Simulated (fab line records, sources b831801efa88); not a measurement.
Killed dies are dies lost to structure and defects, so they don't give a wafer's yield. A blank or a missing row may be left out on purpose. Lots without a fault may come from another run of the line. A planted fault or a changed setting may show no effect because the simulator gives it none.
fab line records | flow gf180mcu
record lots=5 wafers=15 last_day=34
route steps=602 shown CONTACT@308 M1@315 V1@335
lots that met no fault: from a run of the same line without faults
start_h: hours from the record's first day to the start of the lot's first wafer shown | wait_h: hours since the lot's step before | " the same as in the row above | L1.1+2: a row that stands for several wafers | - no value, or no start given | * or withheld: withheld | < > ~ a bound
route shown NAME@n: a module of which the file shows steps, and the number in the route of the first | usual: mean/standard deviation of fault-free wafers | same: alike in all rows | chamber/n: place in a boat | sites: the reading at each site | _std_site: their standard deviation | _edge_site: outer sites' mean less inner sites' | radius_mm: how far each site lies from the wafer's centre | mask NAME#n: copy n | behind: the tool/chamber that last shaped the wafer | hold: why the lot was held/for how many hours/how that ended | device: the transistor (n, p or np) that didn't switch | end of line: the same wafers' tests at the end of the route | a step without rows: its recipe alone | killed: dies lost to structure and defects at the first sort, not the wafer's yield | map: a wafer's dies, x killed, . not, _ none there
set.NAME: the setting as run; set.NAME@STEP: as run at that earlier step | model.NAME: the simulator's own value behind a step, which no gauge read
lots at some steps of the route; a table a step, a row a wafer
services: from which hour (start_h, from the record's first day; less than 0 if before it) a tool's chamber was out of use, for how many hours, and why
## steps
# step GF_CONTACT_CLEAN_21
# recipe chemistry=dHF time_s=20 dilution=100:1 dry=ipa_marangoni
# columns lot.wafer tool chamber start_h wait_h
L076.1+4+5 wet_bench-01 0 378.92 0.0
L081.1+4+5 wet_bench-04 3 427.18 0.0
L085.1+2+5 wet_bench-01 1 461.49 0.0
L086.1+3+4 wet_bench-01 1 465.44 0.0
L096.1+5+6 wet_bench-01 2 557.16 0.0
# step GF_CONTACT_SPUTTER_22
# recipe material=Ti target_thk_nm=15 chamber_pressure_pa=5 power_w=2500 substrate_temp_c=200 time_s=80.02
# usual chamber_pressure_pa=5.001/0.01 throttle_valve_pct=29.8/0.86
# columns lot.wafer tool chamber start_h wait_h chamber_pressure_pa throttle_valve_pct
L076.1 pvd_sputter-01 - 378.94 0.0 4.996 31.6
L076.4 " - " " 5.020 29.9
L076.5 " - " " 4.994 29.9
L081.1 pvd_sputter-04 - 427.20 0.0 5.002 29.4
L081.4 " - " " 4.975 29.4
L081.5 " - " " 4.994 29.3
L085.1 pvd_sputter-03 - 461.51 0.0 4.999 28.9
L085.2 " - " " 4.992 31.3
L085.5 " - " " 5.009 28.8
L086.1 pvd_sputter-01 - 465.46 0.0 5.013 30.2
L086.3 " - " " 4.999 30.0
L086.4 " - " " 5.009 29.9
L096.1 pvd_sputter-03 - 557.18 0.0 5.001 28.7
L096.5 " - " " 5.009 31.5
L096.6 " - " " 5.006 28.9
# step GF_CONTACT_SPUTTER_23
# recipe material=TiN target_thk_nm=10 chamber_pressure_pa=5 power_w=4000 time_s=40
# usual chamber_pressure_pa=5.002/0.01 throttle_valve_pct=29.8/0.88
# columns lot.wafer tool chamber start_h wait_h chamber_pressure_pa throttle_valve_pct
L076.1 pvd_sputter-01 - 379.00 0.0 5.018 31.3
L076.4 " - " " 5.003 30.1
L076.5 " - " " 4.997 30.0
L081.1 pvd_sputter-04 - 427.26 0.0 5.011 29.1
L081.4 " - " " 5.008 29.5
L081.5 " - " " 4.991 29.5
L085.1 pvd_sputter-03 - 461.57 0.0 5.002 28.8
L085.2 " - " " 4.993 31.4
L085.5 " - " " 4.993 28.8
L086.1 pvd_sputter-01 - 465.52 0.0 5.016 30.2
L086.3 " - " " 5.005 29.9
L086.4 " - " " 5.008 29.8
L096.1 pvd_sputter-03 - 557.24 0.0 5.017 29.0
L096.5 " - " " 4.999 31.3
L096.6 " - " " 5.011 28.8
# step GF_CONTACT_CVD_24
# recipe material=W target_thk_nm=300 time_s=90.339 temp_c=400 pressure_torr=40
# usual chamber_pressure_Torr=40.01/0.082 heater_power_w=868/74
# columns lot.wafer tool chamber start_h wait_h chamber_pressure_Torr heater_power_w
L076.1 cvd_w-01 0 379.04 0.0 39.86 936
L076.4 " 1 " " 39.92 730
L076.5 " 1 " " 40.03 732
L081.1 cvd_w-02 0 427.30 0.0 40.06 869
L081.4 " 1 " " 40.01 903
L081.5 " 1 " " 40.11 913
L085.1 cvd_w-02 1 461.61 0.0 40.03 887
L085.2 " 0 " " 40.08 836
L085.5 " 1 " " 39.94 916
L086.1 cvd_w-02 1 465.56 0.0 39.86 890
L086.3 " 1 " " 39.81 925
L086.4 " 0 " " 39.97 857
L096.1 cvd_w-01 1 557.28 0.0 40.04 765
L096.5 " 1 " " 39.91 729
L096.6 " 0 " " 40.07 940
# step GF_CONTACT_RS_MEAS_25
# recipe thk_meas_gauge=four-point-probe reads=W_of_CONTACT_CVD_24+TiN_of_CONTACT_SPUTTER_23+Ti_of_CONTACT_SPUTTER_22
# usual CONTACT_W_RS=0.381/0.0063
# columns lot.wafer tool chamber start_h wait_h CONTACT_W_RS[ohm/sq]
L076.1 film_metro-01 - 379.14 0.1 0.384
L076.4 " - " " 0.382
L076.5 " - " " 0.383
L081.1 film_metro-01 - 427.40 0.1 0.374
L081.4 " - " " 0.385
L081.5 " - " " 0.384
L085.1 film_metro-03 - 461.71 0.1 0.377
L085.2 " - " " 0.371
L085.5 " - " " 0.378
L086.1 film_metro-03 - 465.66 0.1 0.387
L086.3 " - " " 0.383
L086.4 " - " " 0.371
L096.1 film_metro-03 - 557.38 0.1 0.382
L096.5 " - " " 0.384
L096.6 " - " " 0.389
# step GF_CONTACT_THK_MEAS_26
# recipe thk_meas_gauge=xrf reads=W_of_CONTACT_CVD_24
# usual CONTACT_W_THK=303/5.6
# columns lot.wafer tool chamber start_h wait_h CONTACT_W_THK[nm]
L076.1 film_metro-01 - 379.26 0.1 299
L076.4 " - " " 300
L076.5 " - " " 300
L081.1 film_metro-01 - 427.52 0.1 310
L081.4 " - " " 299
L081.5 " - " " 301
L085.1 film_metro-03 - 461.83 0.1 305
L085.2 " - " " 311
L085.5 " - " " 304
L086.1 film_metro-03 - 465.78 0.1 300
L086.3 " - " " 301
L086.4 " - " " 310
L096.1 film_metro-03 - 557.50 0.1 299
L096.5 " - " " 299
L096.6 " - " " 294
# step GF_CONTACT_CMP_27
# recipe stop_on=SiO2 down_force_psi=3.5 platen_rpm=60 t_overpolish_s=15 target_thk_nm=0 pad_velocity_m_s=0.94248
# usual motor_current_A=11.1/1.4 overpolish_run_s=15.000/0.0084 platen_rpm=60.00/0.038 time_to_endpoint_s=73.1/2.9
# columns lot.wafer tool chamber start_h wait_h motor_current_A overpolish_run_s platen_rpm time_to_endpoint_s
L076.4 cmp-02 0 379.48 0.2 11.6 14.983 59.93 68.9
L076.1 " 3 " " 12.7 15.000 59.93 70.6
L076.5 " 0 " " 11.3 15.026 59.94 69.3
L081.1 cmp-01 1 427.58 0.1 9.0 15.007 59.99 77.7
L081.4 " 3 " " 11.1 14.994 59.94 71.5
L081.5 " 2 " " 12.9 14.999 60.01 74.9
L085.2 cmp-02 1 461.89 0.0 10.0 14.988 60.06 76.6
L085.1 " 3 " " 12.3 14.995 59.99 76.5
L085.5 " 2 " " 12.6 14.999 60.01 71.6
L086.1 cmp-02 3 465.84 0.1 12.3 15.003 59.99 74.0
L086.4 " 0 " " 11.8 15.004 59.98 75.5
L086.3 " 1 " " 9.6 15.018 59.98 73.8
L096.1 cmp-02 2 557.56 0.1 13.0 15.004 59.96 68.8
L096.5 " 2 " " 12.8 14.999 59.91 68.8
L096.6 " 3 " " 12.6 14.985 60.06 71.3
# step GF_M1_SPUTTER_00
# recipe material=Ti target_thk_nm=37.5 arriving_ion_energy_ev=80 substrate_temp_c=200 chamber_pressure_pa=2 power_w=4000 time_s=150
# usual chamber_pressure_pa=2.000/0.0041 throttle_valve_pct=29.9/0.95
# columns lot.wafer tool chamber start_h wait_h chamber_pressure_pa throttle_valve_pct
L076.1 pvd_sputter-01 - 379.78 0.1 2.004 29.8
L076.4 " - " " 2.000 29.9
L076.5 " - " " 1.994 29.9
L081.1 pvd_sputter-02 - 427.88 0.2 1.998 29.4
L081.4 " - " " 1.997 31.3
L081.5 " - " " 1.997 31.4
L085.1 pvd_sputter-01 - 462.19 0.1 1.992 29.9
L085.2 " - " " 2.001 30.1
L085.5 " - " " 1.989 29.8
L086.1 pvd_sputter-04 - 466.14 0.2 1.999 29.2
L086.3 " - " " 2.003 29.4
L086.4 " - " " 1.998 29.7
L096.1 pvd_sputter-04 - 557.86 0.2 2.002 29.3
L096.5 " - " " 2.001 29.7
L096.6 " - " " 1.995 29.5
# step GF_M1_SPUTTER_01
# recipe material=TiN target_thk_nm=30 power_w=6500 time_s=25 chamber_pressure_pa=0.4
# usual chamber_pressure_pa=0.4000/0.00079 throttle_valve_pct=29.9/0.94
# columns lot.wafer tool chamber start_h wait_h chamber_pressure_pa throttle_valve_pct
L076.1 pvd_sputter-01 - 379.88 0.1 0.4003 30.1
L076.4 " - " " 0.3998 30.1
L076.5 " - " " 0.4001 29.9
L081.1 pvd_sputter-02 - 427.98 0.1 0.3993 29.3
L081.4 " - " " 0.4005 31.3
L081.5 " - " " 0.4002 31.3
L085.1 pvd_sputter-01 - 462.29 0.1 0.4021 30.1
L085.2 " - " " 0.4003 29.9
L085.5 " - " " 0.3996 29.9
L086.1 pvd_sputter-04 - 466.24 0.1 0.4002 28.9
L086.3 " - " " 0.3999 29.4
L086.4 " - " " 0.3991 29.5
L096.1 pvd_sputter-04 - 557.96 0.1 0.3993 29.2
L096.5 " - " " 0.4013 29.1
L096.6 " - " " 0.3996 29.4
# step GF_M1_SPUTTER_02
# recipe material=AlCu target_thk_nm=450 power_w=10600 time_s=23.9 chamber_pressure_pa=0.4
# usual chamber_pressure_pa=0.3999/0.00081 throttle_valve_pct=30.0/0.94
# columns lot.wafer tool chamber start_h wait_h chamber_pressure_pa throttle_valve_pct
L076.1 pvd_sputter-01 - 379.91 0.0 0.3995 30.0
L076.4 " - " " 0.4002 30.0
L076.5 " - " " 0.3989 29.9
L081.1 pvd_sputter-02 - 428.01 0.0 0.4006 29.4
L081.4 " - " " 0.3998 31.2
L081.5 " - " " 0.3997 31.0
L085.1 pvd_sputter-01 - 462.32 0.0 0.4007 30.1
L085.2 " - " " 0.4008 30.2
L085.5 " - " " 0.4000 30.1
L086.1 pvd_sputter-04 - 466.27 0.0 0.4012 29.1
L086.3 " - " " 0.4002 29.0
L086.4 " - " " 0.3996 29.2
L096.1 pvd_sputter-04 - 557.99 0.0 0.3978 29.3
L096.5 " - " " 0.3983 29.5
L096.6 " - " " 0.3984 29.3
# step GF_M1_SPUTTER_03
# recipe material=Ti target_thk_nm=10 substrate_temp_c=300 chamber_pressure_pa=0.3 power_w=3000 time_s=6.7
# usual chamber_pressure_pa=0.3000/0.00062 throttle_valve_pct=29.9/0.94
# columns lot.wafer tool chamber start_h wait_h chamber_pressure_pa throttle_valve_pct
L076.1 pvd_sputter-01 - 379.94 0.0 0.3002 30.0
L076.4 " - " " 0.3007 29.8
L076.5 " - " " 0.3011 30.1
L081.1 pvd_sputter-02 - 428.04 0.0 0.3000 29.3
L081.4 " - " " 0.2988 31.3
L081.5 " - " " 0.3000 31.2
L085.1 pvd_sputter-01 - 462.35 0.0 0.2992 30.1
L085.2 " - " " 0.3001 30.0
L085.5 " - " " 0.2991 30.0
L086.1 pvd_sputter-04 - 466.30 0.0 0.3011 29.1
L086.3 " - " " 0.2989 29.3
L086.4 " - " " 0.2993 29.5
L096.1 pvd_sputter-04 - 558.02 0.0 0.2991 29.2
L096.5 " - " " 0.2991 29.6
L096.6 " - " " 0.2999 28.9
# step GF_M1_SPUTTER_04
# recipe material=TiN target_thk_nm=50 power_w=6500 time_s=41.7 chamber_pressure_pa=0.4
# usual chamber_pressure_pa=0.3999/0.00089 throttle_valve_pct=30.0/0.95
# columns lot.wafer tool chamber start_h wait_h chamber_pressure_pa throttle_valve_pct
L076.1 pvd_sputter-01 - 379.96 0.0 0.3999 30.3
L076.4 " - " " 0.4001 30.1
L076.5 " - " " 0.3989 29.8
L081.1 pvd_sputter-02 - 428.06 0.0 0.3995 29.5
L081.4 " - " " 0.4005 31.4
L081.5 " - " " 0.4001 31.4
L085.1 pvd_sputter-01 - 462.37 0.0 0.4007 30.0
L085.2 " - " " 0.3996 30.2
L085.5 " - " " 0.4008 30.0
L086.1 pvd_sputter-04 - 466.32 0.0 0.3994 28.8
L086.3 " - " " 0.3997 29.4
L086.4 " - " " 0.3989 29.4
L096.1 pvd_sputter-04 - 558.04 0.0 0.3997 29.6
L096.5 " - " " 0.4011 29.3
L096.6 " - " " 0.4015 29.3
# step GF_M1_RS_MEAS_05
# recipe thk_meas_gauge=four-point-probe reads=TiN_of_M1_SPUTTER_04+Ti_of_M1_SPUTTER_03+AlCu_of_M1_SPUTTER_02+TiN_of_M1_SPUTTER_01+Ti_of_M1_SPUTTER_00
# usual M1_ALCU_RS=0.0697/0.00085
# columns lot.wafer tool chamber start_h wait_h M1_ALCU_RS[ohm/sq]
L076.1 film_metro-04 - 380.00 0.0 0.0698
L076.4 " - " " 0.0697
L076.5 " - " " 0.0690
L081.1 film_metro-02 - 428.10 0.0 0.0698
L081.4 " - " " 0.0706
L081.5 " - " " 0.0709
L085.1 film_metro-04 - 462.41 0.0 0.0685
L085.2 " - " " 0.0694
L085.5 " - " " 0.0691
L086.1 film_metro-02 - 466.36 0.0 0.0699
L086.3 " - " " 0.0701
L086.4 " - " " 0.0698
L096.1 film_metro-01 - 558.08 0.0 0.0691
L096.5 " - " " 0.0695
L096.6 " - " " 0.0703
# step GF_M1_THK_MEAS_06
# recipe thk_meas_gauge=xrf reads=AlCu_of_M1_SPUTTER_02
# usual M1_ALCU_THK=447/6.1
# columns lot.wafer tool chamber start_h wait_h M1_ALCU_THK[nm]
L076.1 film_metro-04 - 380.12 0.1 446
L076.4 " - " " 445
L076.5 " - " " 448
L081.1 film_metro-02 - 428.22 0.1 448
L081.4 " - " " 442
L081.5 " - " " 438
L085.1 film_metro-04 - 462.53 0.1 458
L085.2 " - " " 450
L085.5 " - " " 454
L086.1 film_metro-02 - 466.48 0.1 445
L086.3 " - " " 446
L086.4 " - " " 447
L096.1 film_metro-01 - 558.20 0.1 455
L096.5 " - " " 452
L096.6 " - " " 446
# step GF_M1_DEHYDRATE_07
# recipe temp_c=200 time_s=60
# columns lot.wafer tool chamber start_h wait_h
L076.1+4+5 litho_track-01 0 390.84 10.7
L081.1+4+5 litho_track-01 0 439.64 11.4
L085.1+2+5 litho_track-03 0 474.27 11.7
L086.1+3+4 litho_track-01 0 477.89 11.4
L096.1+5+6 litho_track-02 0 568.38 10.2
# step GF_M1_HMDS_08
# recipe prime_time_s=60 prime_temp_c=120
# columns lot.wafer tool chamber start_h wait_h
L076.1+4+5 litho_track-01 0 390.99 0.1
L081.1+4+5 litho_track-01 0 439.79 0.1
L085.1+2+5 litho_track-03 0 474.42 0.1
L086.1+3+4 litho_track-01 0 478.04 0.1
L096.1+5+6 litho_track-02 0 568.53 0.1
# step GF_M1_COAT_09
# recipe resist=KrF spin_rpm=withheld resist_thk_nm=1000
# columns lot.wafer tool chamber start_h wait_h
L076.1+4+5 litho_track-01 0 391.14 0.1
L081.1+4+5 litho_track-01 0 439.94 0.1
L085.1+2+5 litho_track-03 0 474.57 0.1
L086.1+3+4 litho_track-01 0 478.19 0.1
L096.1+5+6 litho_track-02 0 568.68 0.1
# step GF_M1_SOFTBAKE_10
# recipe temp_c=130 time_s=60 resist=KrF
# columns lot.wafer tool chamber start_h wait_h
L076.1+4+5 litho_track-01 0 391.29 0.1
L081.1+4+5 litho_track-01 0 440.09 0.1
L085.1+2+5 litho_track-03 0 474.72 0.1
L086.1+3+4 litho_track-01 0 478.34 0.1
L096.1+5+6 litho_track-02 0 568.83 0.1
# step GF_M1_EXPOSE_11
# recipe mask_id=Metal1 target_cd_nm=230 na=0.68 source_shape=conventional sigma_outer=0.6 dose_mj=28
# usual reticle_temp_C=22.99/0.12
# columns lot.wafer tool chamber start_h wait_h mask reticle_temp_C
L076.1 krf_scanner-02 0 - - Metal1#0 22.86
L076.4 " 0 " " Metal1#0 22.84
L076.5 " 0 " " Metal1#0 22.80
L081.1 krf_scanner-01 0 - - Metal1#0 22.95
L081.4 " 0 " " Metal1#0 23.00
L081.5 " 0 " " Metal1#0 22.84
L085.1 krf_scanner-01 0 - - Metal1#0 22.90
L085.2 " 0 " " Metal1#0 22.89
L085.5 " 0 " " Metal1#0 22.77
L086.1 krf_scanner-02 0 - - Metal1#0 23.02
L086.3 " 0 " " Metal1#0 23.09
L086.4 " 0 " " Metal1#0 23.04
L096.1 krf_scanner-02 0 - - Metal1#0 23.04
L096.5 " 0 " " Metal1#0 23.04
L096.6 " 0 " " Metal1#0 22.97
# step GF_M1_PEB_12
# recipe peb_temp_c=135 peb_time_s=90 resist=KrF
# columns lot.wafer tool chamber start_h wait_h
L076.1+4+5 litho_track-02 0 - -
L081.1+4+5 litho_track-01 0 - -
L085.1+2+5 litho_track-03 0 - -
L086.1+3+4 litho_track-01 0 - -
L096.1+5+6 litho_track-03 0 - -
# step GF_M1_DEVELOP_13
# recipe develop_time_s=60 dev_temp_c=21
# columns lot.wafer tool chamber start_h wait_h
L076.1+4+5 litho_track-02 0 403.03 0.2
L081.1+4+5 litho_track-01 0 452.39 0.2
L085.1+2+5 litho_track-03 0 486.52 0.2
L086.1+3+4 litho_track-01 0 489.74 0.2
L096.1+5+6 litho_track-03 0 580.07 0.2
# step GF_M1_CD_MEAS_14
# recipe target_cd_nm=230
# usual cd_nm=229.6/1.1
# columns lot.wafer tool chamber start_h wait_h cd_nm
L076.1 cd_sem-01 - 403.18 0.1 231.2
L076.4 " - " " 232.0
L076.5 " - " " 231.2
L081.1 cd_sem-02 - 452.54 0.1 229.2
L081.4 " - " " 230.6
L081.5 " - " " 229.0
L085.1 cd_sem-01 - 486.67 0.1 228.0
L085.2 " - " " 228.6
L085.5 " - " " 227.4
L086.1 cd_sem-02 - 489.89 0.1 229.1
L086.3 " - " " 228.9
L086.4 " - " " 228.6
L096.1 cd_sem-01 - 595.14 15.0 230.4
L096.5 " - " " 229.5
L096.6 " - " " 231.1
# step GF_M1_OVL_MEAS_15
# usual M1_OVL=2/4.9
# columns lot.wafer tool chamber start_h wait_h M1_OVL[nm]
L076.1 overlay-02 - 403.30 0.1 3
L076.4 " - " " -1
L076.5 " - " " -1
L081.1 overlay-02 - 452.66 0.1 2
L081.4 " - " " 7
L081.5 " - " " -2
L085.1 overlay-01 - 486.79 0.1 2
L085.2 " - " " -4
L085.5 " - " " -1
L086.1 overlay-01 - 490.01 0.1 -10
L086.3 " - " " -2
L086.4 " - " " -3
L096.1 overlay-02 - 595.26 0.1 -2
L096.5 " - " " -6
L096.6 " - " " -4
# step GF_M1_METAL_ETCH_16
# recipe chemistry=Cl2/BCl3 mask_material=KrF target_depth_nm=750.8 stop_on=SiO2 pressure_mtorr=8 icp_w=800 bias_w=140 Cl2_flow_sccm=80 bcl3_flow_sccm=40 time_s=125.1
# usual drypump_motor_current_A=6.0/0.45 oes_product_au=0.991/0.005 throttle_valve_pct=28.229/0.0087
# columns lot.wafer tool chamber start_h wait_h drypump_motor_current_A oes_product_au rf_hours_counter_h throttle_valve_pct
L076.1 rie_metal-04 0 403.34 0.0 5.7 0.990 6 28.232
L076.4 " 1 " " 6.7 0.990 - 28.209
L076.5 " 1 " " 6.7 0.982 - 28.227
L081.1 rie_metal-01 0 452.69 0.0 6.6 0.977 0 28.232
L081.4 " 1 " " 5.4 0.989 - 28.238
L081.5 " 0 " " 6.6 0.988 - 28.241
L085.1 rie_metal-01 0 486.83 0.0 6.6 0.995 1 28.213
L085.2 " 1 " " 5.4 0.986 9 28.217
L085.5 " 0 " " 6.6 0.995 - 28.230
L086.1 rie_metal-03 0 490.04 0.0 5.9 0.995 9 28.214
L086.3 " 0 " " 6.0 0.988 - 28.231
L086.4 " 1 " " 5.9 0.994 - 28.221
L096.1 rie_metal-03 0 595.29 0.0 5.9 1.000 11 28.228
L096.5 " 1 " " 5.9 0.996 - 28.213
L096.6 " 0 " " 6.0 0.991 - 28.229
# step GF_M1_STRIP_17
# recipe chemistry=O2/N2 power_w=1400 pressure_mtorr=1500 platen_temp_c=250 o2_flow_sccm=3000 n2_flow_sccm=300 overash_fraction=0.5
# usual drypump_motor_current_A=5.5/0.53 heater_power_w=316/33 oes_product_au=0.538/0.0049 strip_time_to_endpoint_s=7.38/0.043
# columns lot.wafer tool chamber start_h wait_h drypump_motor_current_A heater_power_w oes_product_au rf_hours_counter_h strip_time_to_endpoint_s
L076.1 plasma_asher-04 1 403.47 0.1 4.9 318 0.539 63 7.42
L076.4 " 0 " " 5.8 270 0.536 - 7.41
L076.5 " 1 " " 4.8 321 0.532 - 7.39
L081.1 plasma_asher-04 1 452.82 0.1 4.8 324 0.546 69 7.44
L081.4 " 0 " " 5.8 269 0.537 - 7.41
L081.5 " 1 " " 4.8 321 0.529 - 7.42
L085.1 plasma_asher-04 1 486.96 0.1 4.8 328 0.539 72 7.43
L085.2 " 0 " " 5.8 281 0.539 72 7.42
L085.5 " 1 " " 4.8 328 0.544 - 7.41
L086.1 plasma_asher-02 1 490.17 0.1 4.7 384 0.537 6 7.40
L086.3 " 0 " " 6.0 357 0.533 - 7.41
L086.4 " 1 " " 4.7 391 0.534 - 7.41
L096.1 plasma_asher-04 0 595.42 0.1 5.8 277 0.542 83 7.31
L096.5 " 0 " " 5.8 283 0.532 - 7.33
L096.6 " 1 " " 4.8 332 0.537 - 7.30
# step GF_M1_STRIP_18
# recipe chemistry=post_etch_residue_remover time_s=1200 temp_c=72.5
# usual bath_guard_temp_C=72.6/0.62
# columns lot.wafer tool chamber start_h wait_h bath_guard_temp_C
L076.1 wet_bench-04 3 403.57 0.1 73.9
L076.4 " 3 " " 73.6
L076.5 " 3 " " 74.0
L081.1 wet_bench-01 2 452.92 0.1 73.1
L081.4 " 2 " " 73.2
L081.5 " 2 " " 73.5
L085.1 wet_bench-01 3 487.06 0.1 71.9
L085.2 " 3 " " 71.9
L085.5 " 3 " " 71.9
L086.1 wet_bench-04 0 490.27 0.1 72.8
L086.3 " 0 " " 72.6
L086.4 " 0 " " 72.6
L096.1 wet_bench-01 3 595.52 0.1 72.0
L096.5 " 3 " " 71.7
L096.6 " 3 " " 71.8
# step GF_M1_CLEAN_19
# recipe chemistry=DIW dry=n2_spin
# columns lot.wafer tool chamber start_h wait_h
L076.1+4+5 wet_bench-03 2 403.91 0.0
L081.1+4+5 wet_bench-01 3 453.26 0.0
L085.1+2+5 wet_bench-04 3 487.74 0.0
L086.1+3+4 wet_bench-03 0 490.61 0.0
L096.1+5+6 wet_bench-03 3 595.89 0.0
# step GF_V1_CVD_00
# recipe material=SiO2 target_thk_nm=600 sigma_open_frac=0.3 temp_c=400 time_s=100 sih4_flow_sccm=59.16 pressure_mtorr=6
# columns lot.wafer tool chamber start_h wait_h
L076.1+4+5 hdpcvd-02 2,1,2 404.01 0.0
L081.1+4+5 hdpcvd-02 0,0,1 453.36 0.0
L085.1+2+5 hdpcvd-02 1,0,0 487.83 0.0
L086.1+3+4 hdpcvd-02 1,0,1 490.70 0.0
L096.1+5+6 hdpcvd-02 0,2,0 595.99 0.0
# step GF_V1_THK_MEAS_01
# recipe reads=SiO2_of_V1_CVD_00
# usual V1_CVD_00_THK=594/5.3
# columns lot.wafer tool chamber start_h wait_h V1_CVD_00_THK[nm]
L076.1 film_metro-02 - 404.08 0.0 596
L076.4 " - " " 594
L076.5 " - " " 598
L081.1 film_metro-04 - 453.43 0.0 584
L081.4 " - " " 584
L081.5 " - " " 584
L085.1 film_metro-04 - 487.90 0.0 598
L085.2 " - " " 581
L085.5 " - " " 584
L086.1 film_metro-04 - 490.78 0.0 597
L086.3 " - " " 592
L086.4 " - " " 606
L096.1 film_metro-02 - 596.06 0.0 584
L096.5 " - " " 593
L096.6 " - " " 591
# step GF_V1_CVD_02
# recipe material=SiO2 target_thk_nm=850 precursor=TEOS temp_c=400 time_s=94.851 rf_w=600
# usual heater_power_w=696/72
# columns lot.wafer tool chamber start_h wait_h heater_power_w
L076.1 pecvd-03 2 404.14 0.1 688
L076.4 " 2 " " 717
L076.5 " 1 " " 801
L081.1 pecvd-01 0 453.49 0.1 720
L081.4 " 1 " " 691
L081.5 " 0 " " 772
L085.1 pecvd-01 0 487.96 0.1 690
L085.2 " 1 " " 638
L085.5 " 2 " " 689
L086.1 pecvd-04 1 490.84 0.1 678
L086.3 " 0 " " 723
L086.4 " 0 " " 763
L096.1 pecvd-04 1 596.12 0.1 687
L096.5 " 0 " " 775
L096.6 " 2 " " 655
# step GF_V1_THK_MEAS_03
# recipe reads=SiO2_of_V1_CVD_02
# usual V1_CVD_02_THK=851/10
# columns lot.wafer tool chamber start_h wait_h V1_CVD_02_THK[nm]
L076.1 film_metro-03 - 404.21 0.0 846
L076.4 " - " " 851
L076.5 " - " " 850
L081.1 film_metro-04 - 453.56 0.0 849
L081.4 " - " " 869
L081.5 " - " " 864
L085.1 film_metro-03 - 488.03 0.0 852
L085.2 " - " " 854
L085.5 " - " " 875
L086.1 film_metro-03 - 490.91 0.0 833
L086.3 " - " " 833
L086.4 " - " " 853
L096.1 film_metro-03 - 596.19 0.0 856
L096.5 " - " " 867
L096.6 " - " " 860
# step GF_V1_CMP_04
# recipe material=SiO2 down_force_psi=4 platen_rpm=60 pad_velocity_m_s=0.94248
# usual motor_current_A=12.2/1.5 platen_rpm=60.00/0.038 time_to_endpoint_s=79/4.4
# columns lot.wafer tool chamber start_h wait_h motor_current_A platen_rpm time_to_endpoint_s
L076.4 cmp-01 1 404.61 0.4 10.2 59.99 80
L076.1 " 3 " " 12.1 60.03 78
L076.5 " 1 " " 10.1 60.00 83
L081.4 cmp-02 1 453.72 0.1 11.6 59.96 90
L081.1 " 2 " " 14.3 59.93 76
L081.5 " 3 " " 13.5 60.01 83
L085.1 cmp-01 3 488.14 0.1 11.6 60.03 80
L085.2 " 0 " " 10.6 60.02 79
L085.5 " 2 " " 13.1 60.01 88
L086.1 cmp-01 0 491.02 0.1 10.6 60.01 73
L086.3 " 1 " " 9.7 60.06 73
L086.4 " 2 " " 14.5 59.99 79
L096.1 cmp-02 1 596.30 0.1 11.1 59.89 86
L096.5 " 0 " " 12.6 59.94 86
L096.6 " 1 " " 11.2 59.98 85
# step GF_V1_BOW_MEAS_05
# recipe mode=bow
# usual V1_BOW=81/7.8
# columns lot.wafer tool chamber start_h wait_h V1_BOW[um]
L076.1 film_metro-04 - 404.91 0.1 90
L076.4 " - " " 77
L076.5 " - " " 98
L081.1 film_metro-03 - 453.92 0.1 75
L081.4 " - " " 77
L081.5 " - " " 78
L085.1 film_metro-04 - 488.39 0.2 90
L085.2 " - " " 86
L085.5 " - " " 78
L086.1 film_metro-03 - 491.27 0.2 64
L086.3 " - " " 74
L086.4 " - " " 64
L096.1 film_metro-02 - 596.55 0.2 71
L096.5 " - " " 73
L096.6 " - " " 86
# step GF_V1_DEHYDRATE_06
# recipe temp_c=200 time_s=60
# columns lot.wafer tool chamber start_h wait_h
L076.1+4+5 litho_track-01 0 415.74 10.8
L081.1+4+5 litho_track-01 0 465.44 11.5
L085.1+2+5 litho_track-04 0 499.86 11.4
L086.1+3+4 litho_track-01 0 502.69 11.4
L096.1+5+6 litho_track-04 0 599.26 2.7
# step GF_V1_HMDS_07
# recipe prime_time_s=60 prime_temp_c=120
# columns lot.wafer tool chamber start_h wait_h
L076.1+4+5 litho_track-01 0 415.89 0.1
L081.1+4+5 litho_track-01 0 465.59 0.1
L085.1+2+5 litho_track-04 0 500.01 0.1
L086.1+3+4 litho_track-01 0 502.84 0.1
L096.1+5+6 litho_track-04 0 599.41 0.1
# step GF_V1_COAT_08
# recipe resist=BARC temp_c=withheld time_s=withheld spin_rpm=withheld resist_thk_nm=withheld
# columns lot.wafer tool chamber start_h wait_h
L076.1+4+5 litho_track-01 0 416.04 0.1
L081.1+4+5 litho_track-01 0 465.74 0.1
L085.1+2+5 litho_track-04 0 500.16 0.1
L086.1+3+4 litho_track-01 0 502.99 0.1
L096.1+5+6 litho_track-04 0 599.56 0.1
# step GF_V1_COAT_09
# recipe resist=KrF spin_rpm=withheld resist_thk_nm=1000
# columns lot.wafer tool chamber start_h wait_h
L076.1+4+5 litho_track-01 0 - -
L081.1+4+5 litho_track-01 0 - -
L085.1+2+5 litho_track-04 0 - -
L086.1+3+4 litho_track-01 0 - -
L096.1+5+6 litho_track-04 0 - -
# step GF_V1_SOFTBAKE_10
# recipe temp_c=129.5 time_s=60 resist=KrF
# columns lot.wafer tool chamber start_h wait_h
L076.1+4+5 litho_track-01 0 - -
L081.1+4+5 litho_track-01 0 - -
L085.1+2+5 litho_track-04 0 - -
L086.1+3+4 litho_track-01 0 - -
L096.1+5+6 litho_track-04 0 - -
## services
# columns tool chamber start_h hours kind
cmp-02 - 366.38 0.5 repair
cmp-02 - 395.00 0.5 repair
cmp-02 - 404.00 4.0 pm
cmp-02 - 404.14 0.9 repair
cmp-02 - 406.46 1.4 repair
hdpcvd-02 - 426.88 4.3 pm
cmp-01 - 429.51 0.3 repair
pvd_sputter-03 - 431.58 5.1 repair
plasma_asher-04 - 433.27 3.8 repair
pvd_sputter-03 - 434.67 1.9 repair
plasma_asher-04 - 447.26 1.8 repair
wet_bench-04 - 447.55 3.2 repair
cmp-01 - 464.35 2.3 repair
cmp-02 - 474.53 0.4 repair
hdpcvd-02 - 503.41 0.9 repair
pvd_sputter-02 - 508.38 1.9 repair
pvd_sputter-03 - 508.66 1.7 repair
pvd_sputter-04 - 528.02 3.0 repair
wet_bench-04 - 535.53 10.9 repair
cmp-02 - 552.23 2.1 repair
cmp-02 - 579.66 4.1 pm
cmp-01 - 580.98 2.7 repair
cmp-01 - 581.24 3.9 repair
cmp-01 - 585.19 6.6 pm
## key
fault none
